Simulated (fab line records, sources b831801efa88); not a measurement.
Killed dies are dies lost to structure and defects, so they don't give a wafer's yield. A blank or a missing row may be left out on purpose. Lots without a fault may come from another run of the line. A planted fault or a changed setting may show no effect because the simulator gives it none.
fab line records | flow sfq_line
record lots=14 wafers=42 last_day=96
route steps=325 shown I1@73 I2@113
lots that met no fault: from a run of the same line without faults
start_h: hours from the record's first day to the start of the lot's first wafer shown | wait_h: hours since the lot's step before | " the same as in the row above | L1.1+2: a row that stands for several wafers | - no value, or no start given | * or withheld: withheld | < > ~ a bound
route shown NAME@n: a module of which the file shows steps, and the number in the route of the first | usual: mean/standard deviation of fault-free wafers | same: alike in all rows | chamber/n: place in a boat | sites: the reading at each site | _std_site: their standard deviation | _edge_site: outer sites' mean less inner sites' | radius_mm: how far each site lies from the wafer's centre | mask NAME#n: copy n | behind: the tool/chamber that last shaped the wafer | hold: why the lot was held/for how many hours/how that ended | device: the transistor (n, p or np) that didn't switch | end of line: the same wafers' tests at the end of the route | a step without rows: its recipe alone | killed: dies lost to structure and defects at the first sort, not the wafer's yield | map: a wafer's dies, x killed, . not, _ none there
set.NAME: the setting as run; set.NAME@STEP: as run at that earlier step | model.NAME: the simulator's own value behind a step, which no gauge read
steps of the route over a sample of lots; a table a step, a row a wafer
services: from which hour (start_h, from the record's first day; less than 0 if before it) a tool's chamber was out of use, for how many hours, and why
## steps
# step SFQ_TRILAYER_I1_DEP_PECVD_045
# recipe material=SiO2 temp_c=150 time_s=111.11 pressure_torr=2.4 rf_w=183.3 precursor=SiH4/N2O target_thk_nm=500
# usual heater_power_w=90/20 run_length_s=139.2/0.75 susceptor_temp_C=149.98/0.14 throttle_valve_pct=24.2/0.78
# columns lot.wafer tool chamber start_h wait_h heater_power_w run_length_s susceptor_temp_C throttle_valve_pct
L839.1 pecvd-04 2 556.47 0.0 93 140.3 149.99 26.3
L839.5 " 2 " " 93 139.8 149.85 26.2
L839.6 " 1 " " 120 140.7 149.72 25.4
L840.1 pecvd-01 2 564.87 0.0 74 139.0 150.09 24.6
L840.5 " 0 " " 90 137.9 149.88 24.8
L840.6 " 1 " " 80 139.4 149.96 25.2
L841.2 pecvd-04 0 586.47 0.0 85 139.3 149.99 23.9
L841.3 " 1 " " 131 140.0 150.16 22.2
L841.4 " 2 " " 86 139.4 149.99 24.3
L844.1 pecvd-02 0 624.60 0.0 89 138.2 149.99 24.5
L844.4 " 2 " " 79 139.1 150.25 24.2
L844.6 " 1 " " 61 137.8 149.62 23.9
L846.1 pecvd-01 2 648.60 0.0 71 139.2 150.35 24.6
L846.5 " 1 " " 88 139.7 149.93 24.9
L846.6 " 2 " " 73 138.7 149.86 24.2
L851.1 pecvd-01 2 689.08 0.0 70 139.2 150.06 24.5
L851.4 " 0 " " 91 138.5 149.79 24.7
L851.6 " 2 " " 72 138.8 149.97 24.2
L852.1 pecvd-01 2 701.20 0.0 66 165.2 149.93 24.4
L852.2 " 1 " " 88 166.1 150.07 24.7
L852.4 " 2 " " 70 165.3 150.11 24.4
L854.1 pecvd-01 1 704.80 0.0 90 165.7 149.77 25.0
L854.4 " 0 " " 91 164.8 149.69 24.5
L854.5 " 1 " " 76 165.7 150.10 24.7
L857.1 pecvd-04 0 753.53 0.0 84 139.0 149.77 24.2
L857.2 " 2 " " 89 140.0 149.97 24.4
L857.6 " 1 " " 116 139.9 150.01 23.3
L858.1 pecvd-04 0 768.71 0.0 81 139.0 149.78 24.2
L858.3 " 2 " " 84 139.7 149.98 24.5
L858.6 " 2 " " 87 140.2 150.08 24.7
L859.3 pecvd-04 0 779.79 0.0 83 139.1 149.98 24.2
L859.5 " 0 " " 68 139.5 149.91 24.2
L859.6 " 2 " " 87 140.0 149.90 24.8
L860.2 pecvd-01 0 791.79 0.0 88 137.8 149.99 24.9
L860.4 " 2 " " 58 139.3 150.04 24.3
L860.6 " 0 " " 90 137.9 150.10 24.9
L861.4 pecvd-04 0 800.24 0.0 80 139.5 149.89 24.4
L861.5 " 2 " " 87 139.3 149.84 24.5
L861.6 " 1 " " 130 139.9 149.98 23.2
L862.2 pecvd-04 2 805.18 0.0 83 140.0 149.86 24.7
L862.5 " 1 " " 128 140.2 150.07 22.9
L862.6 " 0 " " 74 139.1 150.00 24.4
# step SFQ_TRILAYER_I1_CMP_CMP_046
# recipe material=SiO2 down_force_psi=3 platen_rpm=60 pad_velocity_m_s=0.94248
# usual edge_zone_pressure_frac=1.000/0.0051 motor_current_A=10.1/1.1 time_to_endpoint_s=213/6.9
# columns lot.wafer tool chamber start_h wait_h edge_zone_pressure_frac motor_current_A time_to_endpoint_s
L839.1 cmp-02 2 558.01 1.5 1.000 11.8 204
L839.5 " 0 559.01 2.5 1.001 8.6 221
L839.6 " 1 " " 1.001 12.0 209
L840.1 cmp-02 3 566.45 1.5 1.011 9.7 199
L840.6 " 0 " " 0.999 8.2 216
L840.5 " 1 " " 1.002 12.0 213
L841.4 cmp-02 0 586.55 0.0 0.995 8.7 222
L841.3 " 1 " " 0.993 11.5 208
L841.2 " 3 588.05 1.5 1.005 9.4 214
L844.4 cmp-01 3 624.68 0.0 0.996 9.6 217
L844.1 " 1 625.68 1.0 0.998 9.6 208
L844.6 " 0 627.18 2.5 0.996 10.0 224
L846.1 cmp-01 1 649.68 1.0 1.005 9.2 219
L846.6 " 3 650.68 2.0 1.002 9.4 221
L846.5 " 0 " " 0.998 10.2 215
L851.1 cmp-02 0 689.66 0.5 0.998 8.4 209
L851.4 " 1 " " 0.999 11.9 214
L851.6 " 3 691.16 2.0 0.999 9.4 209
L852.1 cmp-02 2 701.28 0.0 0.997 10.9 291
L852.4 " 3 " " 1.002 8.7 298
L852.2 " 0 " " 1.000 8.8 300
L854.4 cmp-02 0 707.28 2.4 1.002 9.1 296
L854.1 " 3 708.78 3.9 0.998 8.9 288
L854.5 " 1 709.78 4.9 0.995 11.5 295
L857.2 cmp-01 0 754.60 1.0 0.999 9.9 203
L857.1 " 1 " " 1.000 9.8 209
L857.6 " 3 756.10 2.5 1.001 10.2 217
L858.3 cmp-01 1 769.70 0.9 1.005 9.7 209
L858.1 " 2 " " 1.006 10.5 218
L858.6 " 1 771.70 2.9 1.002 10.0 211
L859.3 cmp-02 1 781.88 2.1 1.003 12.2 216
L859.6 " 1 783.88 4.0 1.003 11.7 217
L859.5 " 2 " " 1.005 11.0 222
L860.4 cmp-02 3 797.38 5.5 1.007 9.8 208
L860.2 " 0 " " 0.996 8.3 216
L860.6 " 3 799.38 7.5 1.000 9.7 215
L861.4 cmp-01 3 807.38 7.1 1.005 9.5 215
L861.6 " 2 808.88 8.6 0.996 11.2 210
L861.5 " 3 " " 1.008 10.3 213
L862.2 cmp-02 2 813.38 8.2 1.007 11.2 228
L862.6 " 3 " " 0.989 9.0 222
L862.5 " 0 " " 1.000 8.6 229
# step SFQ_TRILAYER_I1_VIA_BARC_OPEN_VIA_ETCH_071
# recipe mask_material=PR chemistry=O2 target_depth_nm=125 target=BARC source_w=500 bias_w=78.31 pressure_mtorr=30 time_s=41.7
# usual chamber_pressure_mTorr=30.00/0.042 drypump_motor_current_A=6.0/0.35 oes_product_au=0.686/0.0048
# columns lot.wafer tool chamber start_h wait_h chamber_pressure_mTorr drypump_motor_current_A oes_product_au rf_hours_counter_h
L839.1 rie_diel-01 2 719.57 0.0 30.00 6.1 0.688 52
L839.5 " 0 " " 29.97 5.4 0.676 -
L839.6 " 1 " " 30.01 6.0 0.696 -
L840.1 rie_diel-03 0 727.97 0.0 29.99 6.4 0.680 16
L840.5 " 1 " " 30.00 5.5 0.682 -
L840.6 " 0 " " 29.98 6.4 0.691 -
L841.2 rie_diel-01 2 747.29 0.0 29.97 6.1 0.689 52
L841.3 " 3 " " 30.03 5.3 0.681 4
L841.4 " 0 " " 29.99 5.4 0.681 2
L844.1 rie_diel-01 2 786.03 0.0 30.02 6.2 0.687 0
L844.4 " 0 " " 30.01 5.4 0.685 3
L844.6 " 1 " " 29.97 6.0 0.681 -
L846.1 rie_diel-02 3 815.00 0.0 30.01 6.4 0.691 2
L846.5 " 0 " " 29.99 6.1 0.690 -
L846.6 " 1 " " 29.97 5.7 0.691 -
L851.1 rie_diel-02 1 851.31 0.0 30.00 5.7 0.679 8
L851.4 " 3 " " 30.01 6.4 0.683 3
L851.6 " 1 " " 29.97 5.7 0.691 -
L852.1 rie_diel-02 1 858.51 0.0 29.95 5.7 0.681 8
L852.2 " 0 " " 29.95 6.1 0.696 4
L852.4 " 2 " " 30.01 6.3 0.693 0
L854.1 rie_diel-02 3 864.51 0.0 29.99 6.4 0.687 3
L854.4 " 1 " " 30.01 5.7 0.689 8
L854.5 " 1 " " 29.99 5.7 0.688 -
L857.1 rie_diel-02 2 909.70 0.0 30.01 6.3 0.680 1
L857.2 " 1 " " 30.02 5.7 0.686 9
L857.6 " 3 " " 30.02 6.4 0.690 -
L858.1 rie_diel-02 0 919.30 0.0 30.04 6.1 0.682 5
L858.3 " 2 " " 30.03 6.2 0.691 1
L858.6 " 3 " " 29.98 6.4 0.684 -
L859.3 rie_diel-01 2 927.30 0.0 30.02 6.1 0.684 2
L859.5 " 2 " " 29.96 6.2 0.689 -
L859.6 " 1 " " 30.02 6.0 0.693 -
L860.2 rie_diel-02 2 936.90 0.0 30.02 6.2 0.682 1
L860.4 " 1 " " 30.01 5.7 0.690 9
L860.6 " 2 " " 29.98 6.2 0.677 -
L861.4 rie_diel-02 1 944.10 0.0 30.00 5.7 0.689 9
L861.5 " 3 " " 30.00 6.3 0.688 -
L861.6 " 2 " " 29.96 6.2 0.683 -
L862.2 rie_diel-03 0 949.02 0.0 29.98 6.4 0.682 20
L862.5 " 2 " " 29.98 6.5 0.690 -
L862.6 " 3 " " 29.97 6.2 0.691 -
# step SFQ_TRILAYER_I1_VIA_STRIP_STRIP_053
# recipe gas=O2 power_w=200 platen_temp_c=40 overash_fraction=0.65 chemistry=O2 pressure_mtorr=50
# usual chamber_pressure_mTorr=50.00/0.048 drypump_motor_current_A=5.90/0.27 oes_product_au=1.000/0.0085
# columns lot.wafer tool chamber start_h wait_h chamber_pressure_mTorr drypump_motor_current_A oes_product_au rf_hours_counter_h
L839.1 rie_metal-01 0 719.72 - 49.92 5.65 1.006 14
L839.5 " 0 " " 50.02 5.65 1.007 -
L839.6 " 1 " " 49.91 5.89 1.006 -
L840.1 rie_metal-03 0 728.12 - 50.05 6.31 0.996 30
L840.5 " 1 " " 50.02 5.85 0.996 -
L840.6 " 0 " " 50.04 6.31 0.982 -
L841.2 rie_metal-01 1 747.45 - 49.97 5.87 1.006 53
L841.3 " 1 " " 50.00 5.85 1.016 -
L841.4 " 0 " " 50.02 5.63 0.997 -
L844.1 rie_metal-04 0 786.18 - 49.99 5.70 0.986 76
L844.4 " 0 " " 50.05 5.71 0.983 -
L844.6 " 0 " " 49.98 5.67 0.986 -
L846.1 rie_metal-01 1 815.15 - 50.05 5.90 1.008 59
L846.5 " 0 " " 49.89 5.65 1.008 -
L846.6 " 1 " " 49.96 5.91 1.006 -
L851.1 rie_metal-03 1 851.46 - 50.01 5.80 0.997 3
L851.4 " 1 " " 50.04 5.81 0.994 -
L851.6 " 0 " " 49.95 6.33 0.993 -
L852.1 rie_metal-03 1 858.66 - 49.97 5.82 0.999 5
L852.2 " 0 " " 50.00 6.31 1.011 54
L852.4 " 1 " " 49.93 5.82 1.001 -
L854.1 rie_metal-01 0 864.66 - 50.00 5.65 1.009 39
L854.4 " 1 " " 50.02 5.85 1.009 -
L854.5 " 1 " " 49.97 5.88 0.998 -
L857.1 rie_metal-04 1 909.85 - 49.99 6.38 0.995 63
L857.2 " 0 " " 50.01 5.68 0.985 95
L857.6 " 0 " " 50.03 5.70 0.982 -
L858.1 rie_metal-03 1 919.45 - 50.06 5.84 0.994 12
L858.3 " 0 " " 49.97 6.33 0.999 -
L858.6 " 0 " " 50.09 6.32 1.005 -
L859.3 rie_metal-04 1 927.72 - 50.05 6.38 0.998 -
L859.5 " 0 " " 50.03 5.68 0.987 -
L859.6 " 1 " " 49.99 6.37 1.005 -
L860.2 rie_metal-01 0 937.05 - 50.01 5.66 1.004 49
L860.4 " 0 " " 50.04 5.64 0.996 -
L860.6 " 1 " " 49.91 5.88 0.996 -
L861.4 rie_metal-04 0 944.85 - 50.06 5.70 0.988 -
L861.5 " 0 " " 50.05 5.70 0.987 -
L861.6 " 0 " " 50.02 5.68 0.988 -
L862.2 rie_metal-03 1 949.18 - 50.00 5.80 0.989 16
L862.5 " 1 " " 50.00 5.81 0.991 -
L862.6 " 0 " " 50.00 6.34 1.008 -
# step SFQ_I2_OVL_MEAS_918
# usual I2_OVL=1/6
# columns lot.wafer tool chamber start_h wait_h I2_OVL[nm]
L839.1 overlay-02 - 1017.64 0.1 2
L839.5 " - " " 1
L839.6 " - " " -2
L840.1 overlay-01 - 1024.96 0.1 10
L840.5 " - " " 12
L840.6 " - " " 7
L841.2 overlay-02 - 1042.77 0.1 -1
L841.3 " - " " -5
L841.4 " - " " -5
L844.1 overlay-01 - 1067.87 0.1 10
L844.4 " - " " 4
L844.6 " - " " 3
L846.1 overlay-02 - 1091.87 0.1 -5
L846.5 " - " " -2
L846.6 " - " " -6
L851.1 overlay-01 - 1126.59 0.1 3
L851.4 " - " " -3
L851.6 " - " " 2
L852.1 overlay-01 - 1132.59 0.1 -3
L852.2 " - " " -3
L852.4 " - " " 5
L854.1 overlay-01 - 1138.71 0.1 5
L854.4 " - " " -1
L854.5 " - " " -1
L857.1 overlay-01 - 1186.71 0.1 5
L857.2 " - " " 7
L857.6 " - " " 1
L858.1 overlay-01 - 1206.03 0.1 -12
L858.3 " - " " -7
L858.6 " - " " -2
L859.3 overlay-02 - 1212.05 0.1 -5
L859.5 " - " " 2
L859.6 " - " " -6
L860.2 overlay-02 - 1219.24 0.1 0
L860.4 " - " " 2
L860.6 " - " " -6
L861.4 overlay-02 - 1228.98 0.1 -3
L861.5 " - " " 5
L861.6 " - " " 0
L862.2 overlay-02 - 1236.17 0.1 0
L862.5 " - " " -6
L862.6 " - " " 0
## services
# columns tool chamber start_h hours kind
cmp-02 - 538.24 6.2 repair
cmp-02 - 542.49 11.5 repair
pecvd-04 - 563.75 14.0 pm
cmp-02 - 575.15 4.0 pm
pecvd-04 - 591.83 5.5 pm
rie_diel-02 - 596.19 4.1 repair
cmp-02 - 632.84 0.8 repair
cmp-02 - 658.15 2.6 repair
cmp-02 - 660.71 6.4 pm
pecvd-04 - 666.21 0.8 repair
pecvd-01 - 670.74 6.0 pm
rie_diel-02 3 679.75 4.4 repair
cmp-02 - 687.85 1.1 repair
cmp-02 - 719.28 7.9 pm
rie_diel-02 0 736.79 8.1 repair
rie_diel-02 - 744.42 2.5 repair
pecvd-01 2 764.15 24.8 repair
cmp-02 - 800.58 0.4 repair
cmp-02 - 831.89 2.2 repair
cmp-02 - 833.00 0.5 repair
rie_diel-02 0 860.60 1.9 repair
pecvd-01 2 865.78 5.3 repair
pecvd-04 0 880.66 27.1 repair
cmp-02 - 918.09 4.0 pm
## key
first_sign step=SFQ_TRILAYER_I1_DEP_PECVD_045 reading=run_length_s direction=up sigmas=35 usual=* struck=*
effect step=SFQ_TRILAYER_I1_CMP_CMP_046 reading=time_to_endpoint_s direction=up sigmas=12 usual=* struck=*
met_at SFQ_TRILAYER_I1_DEP_PECVD_045
struck_lots L852,L854
not_acting_at SFQ_TRILAYER_I1_VIA_BARC_OPEN_VIA_ETCH_071,SFQ_TRILAYER_I1_VIA_STRIP_STRIP_053,SFQ_I2_OVL_MEAS_918
onset_between 689.08 701.20
fault kind=process_parameter_drift tool=pecvd-01 chamber=- onset_h=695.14 steps=SFQ_TRILAYER_I1_DEP_PECVD_045 channel=time_s offset=* shape=step end_h=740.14 acts_in=* stated=*
